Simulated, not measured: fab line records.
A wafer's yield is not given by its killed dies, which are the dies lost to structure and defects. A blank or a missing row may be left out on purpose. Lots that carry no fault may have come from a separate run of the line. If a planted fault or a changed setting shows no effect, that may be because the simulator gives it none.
Which tool did it?    flow gf180mcu    6 lots, 18 wafers sampled, at 3 steps of a route of 602

== WHAT THE GAUGES SHOWED, per wafer ==
GF_NWELL_TW_MEAS_11.
lot   measured     on             NWELL_TW
L933  day 4 03:14  film metro-02  1553 1547 1551
L938  day 4 19:02  film metro-03  1581 1585 1586
L946  day 6 13:59  film metro-01  1829 1834 1839
L949  day 7 04:49  film metro-03  1587 1589 1589
L951  day 7 19:29  film metro-01  1574 1573 1579
L954  day 8 09:53  film metro-03  1574 1574 1584

== TOOL THAT RAN EACH LOT (tool first, then ch and the chambers of the sampled wafers, then the start) ==
lot   GF_STI_ETCH_14                   GF_DNWELL_COAT_02
L933  rie si-01 ch 0,1, day 2 19:23    litho track-01 ch 0, day 3 07:31
L938  rie si-01 ch 0,1,2, day 3 13:26  litho track-01 ch 0, day 3 22:50
L946  rie si-02 ch 1,2,3, day 5 06:56  litho track-03, day 5 17:07
L949  rie si-01 ch 1,2,3, day 5 20:29  litho track-02 ch 0, day 6 06:44
L951  rie si-01 ch 0,2,3, day 6 09:02  litho track-02 ch 0, day 6 19:56
L954  rie si-02 ch 0,2, day 6 23:20    litho track-02 ch 0, day 7 10:29
- GF_STI_ETCH_14: etches Si in HBr/Cl2/O2, target depth 360 nm, time 102.9 s.
- GF_DNWELL_COAT_02: resist thk 3000 nm.

== THE ANSWER, worked out from the rows above alone ==
Rule: the lots themselves supply what counts as usual. Put in order of their means at a reading, lots are off if they are a third of the lots or fewer, leave a main group of 4 or more, and stand apart from it by a gap of 3 or more times the standard deviation of the main group's means; of several such gaps the widest counts. The tables above print the reading to a certain number of digits; a main group whose means all agree to those digits is not used. A lot without any number at a reading at which 4 lots or more have one is off too. Any other lot the step has rows for is counted as sound.
Off: L946, seen at GF_NWELL_TW_MEAS_11 (NWELL_TW). The main group: mean 1575, standard deviation 13.
A tool fits if, at a process step before that reading, it ran every lot that is off, and no sound lot after the first of them. The gauges at GF_NWELL_TW_MEAS_11 are tried like those tools. One fits: litho track-03 at GF_DNWELL_COAT_02. It ran no sound lot before its first lot that is off in this sample, so the start can't be narrowed down.

== WHAT HAD BEEN PUT IN BY THE SIMULATOR ==
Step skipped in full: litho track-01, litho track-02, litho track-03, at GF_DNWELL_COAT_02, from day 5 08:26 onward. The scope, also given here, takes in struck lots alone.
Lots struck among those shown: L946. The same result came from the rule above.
